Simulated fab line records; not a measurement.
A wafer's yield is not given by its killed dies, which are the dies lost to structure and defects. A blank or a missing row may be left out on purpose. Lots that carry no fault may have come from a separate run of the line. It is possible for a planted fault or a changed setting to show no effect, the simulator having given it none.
Which of the tools did it? | flow sky130 | Sampling: 14 lots, 42 wafers, 6 of 708 route steps

== WHAT THE GAUGES READ, wafer by wafer ==
SKY_SD_N_TW_MEAS_12.
lot  | measured     | on            | SD_N_TW
L866 | day 28 09:35 | film_metro-04 | 3933 3952 3967
L867 | day 28 14:57 | film_metro-04 | 3951 3983 3974
L869 | day 29 14:56 | film_metro-01 | 3980 3983 3988
L870 | day 29 19:35 | film_metro-01 | 3962 3975 3980
L872 | day 30 16:34 | film_metro-02 | 3922 3933 3939
L873 | day 30 19:31 | film_metro-01 | 3962 3976 3972
L874 | day 31 00:14 | film_metro-02 | 3928 3941 3929
L877 | day 31 22:31 | film_metro-04 | 3932 3926 3960
L882 | day 33 19:35 | film_metro-04 | 30 30 30
L883 | day 33 22:11 | film_metro-01 | 30 30 30
L884 | day 34 08:31 | film_metro-01 | 3980 3978 3969
L885 | day 34 13:23 | film_metro-01 | 3962 3985 3989
L887 | day 35 02:36 | film_metro-02 | 3946 3944 3947
L888 | day 36 02:20 | film_metro-04 | 3933 3931 3921

SKY_LI_CONTACT_BOW_MEAS_03.
lot  | measured     | on            | LI_CONTACT_BOW (um)
L866 | day 28 10:44 | film_metro-01 | 52 58 59
L867 | day 28 16:05 | film_metro-01 | 54 56 56
L869 | day 29 16:04 | film_metro-02 | 54 55 56
L870 | day 29 20:44 | film_metro-01 | 51 49 37
L872 | day 30 17:42 | film_metro-04 | 55 48 50
L873 | day 30 20:40 | film_metro-04 | 53 55 52
L874 | day 31 01:23 | film_metro-01 | 56 60 62
L877 | day 31 23:40 | film_metro-04 | 51 53 47
L882 | day 33 20:43 | film_metro-04 | 58 62 49
L883 | day 33 23:19 | film_metro-02 | 65 53 60
L884 | day 34 09:39 | film_metro-04 | 58 54 52
L885 | day 34 14:31 | film_metro-02 | 60 51 52
L887 | day 35 03:43 | film_metro-01 | 63 54 48
L888 | day 36 03:28 | film_metro-04 | 61 63 53

== WHAT TOOL EACH LOT RAN ON (gives the tool, then ch and the chambers of the sampled wafers, and finally the start) ==
lot  | SKY_RES_XHIGH_STRIP_08               | SKY_SD_N_STRIP_11                    | SKY_SD_N_RTA_14                  | SKY_LI_CONTACT_CMP_02
L866 | plasma_asher-02 ch 0,1, day 27 04:35 | plasma_asher-01 ch 0,1, day 28 09:29 | rtp_anneal-02 ch 0, day 28 09:42 | cmp-01 ch 1,2, day 28 10:25
L867 | plasma_asher-04 ch 0,1, day 27 09:14 | plasma_asher-04 ch 0,1, day 28 14:51 | rtp_anneal-01 ch 0, day 28 15:04 | cmp-01 ch 0,2,3, day 28 15:56
L869 | plasma_asher-03 ch 0,1, day 28 10:11 | plasma_asher-02 ch 0, day 29 14:50   | rtp_anneal-01 ch 0, day 29 15:02 | cmp-01 ch 0,3, day 29 15:46
L870 | plasma_asher-04 ch 0,1, day 28 15:26 | plasma_asher-02 ch 0,1, day 29 19:29 | rtp_anneal-02 ch 0, day 29 19:42 | cmp-02 ch 0,1,2, day 29 20:31
L872 | plasma_asher-04 ch 0,1, day 29 11:37 | plasma_asher-01 ch 0,1, day 30 16:28 | rtp_anneal-02 ch 0, day 30 16:40 | cmp-02 ch 1,3, day 30 17:25
L873 | plasma_asher-03 ch 0,1, day 29 15:26 | plasma_asher-02 ch 0,1, day 30 19:25 | rtp_anneal-01 ch 0, day 30 19:38 | cmp-01 ch 0,3, day 30 20:22
L874 | plasma_asher-03 ch 0,1, day 29 20:23 | plasma_asher-02 ch 0,1, day 31 00:08 | rtp_anneal-02 ch 0, day 31 00:23 | cmp-01 ch 0,3, day 31 01:08
L877 | plasma_asher-02 ch 0,1, day 30 19:49 | plasma_asher-01 ch 0,1, day 31 22:25 | rtp_anneal-01 ch 0, day 31 22:37 | cmp-02 ch 1,2, day 31 23:20
L882 | plasma_asher-04 ch 0, day 32 16:41   | plasma_asher-04 ch 0,1, day 33 19:29 | rtp_anneal-02 ch 0, day 33 19:42 | cmp-02 ch 2,3, day 33 20:25
L883 | plasma_asher-02 ch 0, day 32 18:56   | plasma_asher-04 ch 0,1, day 33 22:05 | rtp_anneal-01 ch 0, day 33 22:18 | cmp-01 ch 0,2,3, day 33 23:07
L884 | plasma_asher-04 ch 0,1, day 33 05:55 | plasma_asher-04 ch 0,1, day 34 08:25 | rtp_anneal-02 ch 0, day 34 08:37 | cmp-01 ch 2,3, day 34 09:22
L885 | plasma_asher-02 ch 0,1, day 33 10:23 | plasma_asher-04 ch 0,1, day 34 13:17 | rtp_anneal-01 ch 0, day 34 13:30 | cmp-01 ch 0,2,3, day 34 14:13
L887 | plasma_asher-04 ch 0,1, day 34 00:26 | plasma_asher-02 ch 0,1, day 35 02:30 | rtp_anneal-01 ch 0, day 35 02:43 | cmp-02 ch 2,3, day 35 03:25
L888 | plasma_asher-02 ch 0,1, day 34 23:08 | plasma_asher-04 ch 0,1, day 36 02:14 | rtp_anneal-02 ch 0, day 36 02:28 | cmp-01 ch 1,2,3, day 36 03:13
- SKY_RES_XHIGH_STRIP_08: strips in O2/N2.
- SKY_SD_N_STRIP_11: strips in O2/N2.
- SKY_SD_N_RTA_14: time 2 s.
- SKY_LI_CONTACT_CMP_02: polishes PSG.

== AS READ BY THE TOOLS THEMSELVES (means over the sampled wafers that have a number; for cases with no such wafer, the mark the record gives instead) ==
SKY_RES_XHIGH_STRIP_08.
lot  | tool            | chamber_pressure_mTorr (mTorr) | drypump_motor_current_A (A) | oes_product_au (a.u.) | strip_time_to_endpoint_s (s)
L866 | plasma_asher-02 | 1498.4                         | 5.8                         | 0.711                 | 14.30
L867 | plasma_asher-04 | 1500.1                         | 6.2                         | 0.711                 | 14.20
L869 | plasma_asher-03 | 1498.9                         | 6.4                         | 0.711                 | 14.24
L870 | plasma_asher-04 | 1501.1                         | 5.8                         | 0.709                 | 14.32
L872 | plasma_asher-04 | 1499.4                         | 5.8                         | 0.713                 | 14.27
L873 | plasma_asher-03 | 1498.2                         | 6.4                         | 0.715                 | 14.26
L874 | plasma_asher-03 | 1499.7                         | 6.4                         | 0.707                 | 14.29
L877 | plasma_asher-02 | 1499.3                         | 5.8                         | 0.711                 | 14.28
L882 | plasma_asher-04 | -                              | -                           | -                     | -
L883 | plasma_asher-02 | -                              | -                           | -                     | -
L884 | plasma_asher-04 | 1499.5                         | 6.3                         | 0.713                 | 14.28
L885 | plasma_asher-02 | 1501.3                         | 5.8                         | 0.707                 | 14.29
L887 | plasma_asher-04 | 1499.9                         | 6.3                         | 0.714                 | 14.28
L888 | plasma_asher-02 | 1499.7                         | 5.8                         | 0.715                 | 14.27

SKY_SD_N_STRIP_11.
lot  | tool            | chamber_pressure_mTorr (mTorr) | drypump_motor_current_A (A) | oes_product_au (a.u.) | strip_time_to_endpoint_s (s)
L866 | plasma_asher-01 | 1499.9                         | 5.9                         | 0.530                 | 22.51
L867 | plasma_asher-04 | 1500.3                         | 6.3                         | 0.533                 | 22.49
L869 | plasma_asher-02 | 1499.8                         | 5.5                         | 0.526                 | 22.47
L870 | plasma_asher-02 | 1499.2                         | 5.8                         | 0.533                 | 22.50
L872 | plasma_asher-01 | 1499.6                         | 5.8                         | 0.526                 | 22.51
L873 | plasma_asher-02 | 1498.9                         | 5.8                         | 0.523                 | 22.48
L874 | plasma_asher-02 | 1499.9                         | 5.8                         | 0.528                 | 22.48
L877 | plasma_asher-01 | 1500.9                         | 5.7                         | 0.530                 | 22.50
L882 | plasma_asher-04 | 1500.2                         | 6.3                         | 0.614                 | 39.38
L883 | plasma_asher-04 | 1499.5                         | 6.2                         | 0.615                 | 39.39
L884 | plasma_asher-04 | 1501.1                         | 5.8                         | 0.528                 | 22.51
L885 | plasma_asher-04 | 1500.9                         | 6.2                         | 0.528                 | 22.46
L887 | plasma_asher-02 | 1499.8                         | 5.8                         | 0.525                 | 22.51
L888 | plasma_asher-04 | 1498.9                         | 6.2                         | 0.524                 | 22.52

SKY_SD_N_RTA_14.
lot  | tool          | lamp_power_pct (%) | wafer_temp_C_max
L866 | rtp_anneal-02 | 15.66              | 1077.9
L867 | rtp_anneal-01 | 15.72              | 1078.3
L869 | rtp_anneal-01 | 15.70              | 1076.7
L870 | rtp_anneal-02 | 15.73              | 1076.7
L872 | rtp_anneal-02 | 15.72              | 1078.1
L873 | rtp_anneal-01 | 15.79              | 1079.5
L874 | rtp_anneal-02 | 15.74              | 1078.3
L877 | rtp_anneal-01 | 15.76              | 1078.6
L882 | rtp_anneal-02 | 15.73              | 1077.1
L883 | rtp_anneal-01 | 15.73              | 1077.0
L884 | rtp_anneal-02 | 15.69              | 1078.6
L885 | rtp_anneal-01 | 15.80              | 1080.8
L887 | rtp_anneal-01 | 15.70              | 1078.1
L888 | rtp_anneal-02 | 15.77              | 1077.9

SKY_LI_CONTACT_CMP_02.
lot  | tool   | motor_current_A (A) | time_to_endpoint_s (s)
L866 | cmp-01 | 9.8                 | 35.7
L867 | cmp-01 | 10.9                | 32.1
L869 | cmp-01 | 12.5                | 33.4
L870 | cmp-02 | 11.4                | 31.3
L872 | cmp-02 | 12.9                | 32.2
L873 | cmp-01 | 12.3                | 36.6
L874 | cmp-01 | 12.0                | 33.1
L877 | cmp-02 | 11.2                | 29.4
L882 | cmp-02 | 12.1                | 36.1
L883 | cmp-01 | 11.4                | 34.4
L884 | cmp-01 | 9.9                 | 30.9
L885 | cmp-01 | 11.0                | 33.2
L887 | cmp-02 | 11.9                | 37.2
L888 | cmp-01 | 10.5                | 35.0

== THE ANSWER, worked out from the rows above alone ==
Rule: the usual values come from the lots themselves. The widest of any qualifying gaps counts: lots, ordered by their means at a reading, are off when they make up no more than a third of the lots, leave a main group of 4 or more, and stand apart from it by 3 or more times the standard deviation of that group's means. Not used: any main group whose means are identical at the precision the tables above print for the reading. Also off: a lot with no number at a reading for which 4 or more lots have one. The other lots that the step has rows for count as sound. Order of review: gauges by route order, followed by the tools' own readings, for which a lot's mean as printed above is used. At the first step where some lot is off, the reading lying furthest off is the one used; lots without a number count as furthest.
Off: L882, L883, at SKY_SD_N_TW_MEAS_12 (SD_N_TW). For the main group the mean is 3956 and the standard deviation 20.
If a tool, at a process step before that reading, ran all the lots that are off and no sound lot after the first of them, it fits. Not tried: the gauges at SKY_SD_N_TW_MEAS_12; whatever is off there is also off at SKY_RES_XHIGH_STRIP_08, on other tools, and gauge error can't account for it. Not one of the candidates tried fits.

== WHAT THE SIMULATOR HAD PUT IN ==
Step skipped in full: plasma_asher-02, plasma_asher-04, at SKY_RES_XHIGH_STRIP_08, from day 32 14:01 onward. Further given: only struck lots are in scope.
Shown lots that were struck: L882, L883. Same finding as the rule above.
